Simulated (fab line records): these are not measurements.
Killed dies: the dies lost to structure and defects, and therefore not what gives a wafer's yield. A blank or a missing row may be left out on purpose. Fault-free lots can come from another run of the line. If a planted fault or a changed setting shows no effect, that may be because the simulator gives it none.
Matching of chambers	flow sfqLine	cmp-02 running SFQ_TRILAYER_I0_CMP_CMP_028: 4 sister chambers
The step polishes SiO2. 8 wafers are shown with their chamber, then 7 later ones without.

== WAFERS, EACH WITH ITS CHAMBER ==
wafer	chamber	motorCurrentA (A)	timeToEndpointS (s)
L953.1	1	11.9	211
L953.3	2	11.6	218
L953.4	0	8.7	231
L962.4	0	9.0	223
L962.1	2	11.0	211
L962.2	3	8.9	206
L968.3	3	9.1	213
L968.1	1	11.8	206

== WAFERS WHOSE CHAMBER IS MISSING ==
wafer	motorCurrentA (A)	timeToEndpointS (s)
L968.6	11.6	222
L969.3	11.4	215
L969.5	8.6	228
L969.6	12.0	218
L971.4	11.6	217
L971.5	11.7	216
L971.6	11.2	218

== EACH ONE'S CHAMBER ==
wafer	from the rows above	in truth
L968.6	can't be placed: 2 or 1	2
L969.3	can't be placed: 2 or 1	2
L969.5	0	0
L969.6	can't be placed: 1 or 2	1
L971.4	can't be placed: 2 or 1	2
L971.5	can't be placed: 2 or 1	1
L971.6	2	2
2 of 7 placed correctly. Unplaceable from these rows: 5, with the true chamber sitting among the candidates in 5. Number placed wrongly: 0.
How it was worked out, from the rows above alone: a wafer's distance from a chamber is the root of the sum, over the readings, of the square of ((its reading less the chamber's mean) divided by the reading's scatter). The wafer belongs to the nearest chamber; if the next one is less than 2 further off, it can't be placed. A chamber's mean is the mean of its shown wafers. The scatter: the root of (the sum of the squares of (reading less its chamber's mean) over the shown wafers, divided by (wafers less chambers)).
